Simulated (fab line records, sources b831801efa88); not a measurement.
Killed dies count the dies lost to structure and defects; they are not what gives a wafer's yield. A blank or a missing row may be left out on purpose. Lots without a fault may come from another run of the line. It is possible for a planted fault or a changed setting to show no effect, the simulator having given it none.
Which tool did it? | flow gf180mcu | 20 wafers sampled from 7 lots at 1 step of a route of 602

## WHAT EACH GAUGE READ, for each wafer
GF_STI_THK_MEAS_04.
lot  | measured    | on           | STI_CVD_03_THK (nm)
L627 | day 1 18:34 | filmMetro-01 | 209.4 208.6 208.4
L629 | day 2 05:34 | filmMetro-03 | 208.5 208.7 207.0
L632 | day 2 20:02 | filmMetro-01 | 206.3 206.9 207.8
L636 | day 3 16:47 | filmMetro-02 | 207.3 206.0 206.3
L641 | day 4 16:35 | filmMetro-01 | 205.6 204.5
L645 | day 5 12:34 | filmMetro-03 | 206.6 207.7 209.2
L649 | day 6 08:47 | filmMetro-02 | 206.8 207.7 208.4

## WHICH TOOL RAN EACH LOT (tool, then ch and the chambers of the sampled wafers, then the start)
The record shows no process step preceding these readings.

## THE ANSWER, worked out from the rows above alone
Rule: usual is defined by the lots themselves. The widest of any qualifying gaps counts: lots, ordered by their means at a reading, are off when they make up no more than a third of the lots, leave a main group of 4 or more, and stand apart from it by 3 or more times the standard deviation of that group's means. The tables above print the reading to a certain number of digits; a main group whose means all agree to those digits is not used. A lot without any number at a reading at which 4 lots or more have one is off too. The other lots that the step has rows for count as sound.
None of the lots is off at any reading shown; this tells nothing.

## WHAT THE SIMULATOR PUT IN
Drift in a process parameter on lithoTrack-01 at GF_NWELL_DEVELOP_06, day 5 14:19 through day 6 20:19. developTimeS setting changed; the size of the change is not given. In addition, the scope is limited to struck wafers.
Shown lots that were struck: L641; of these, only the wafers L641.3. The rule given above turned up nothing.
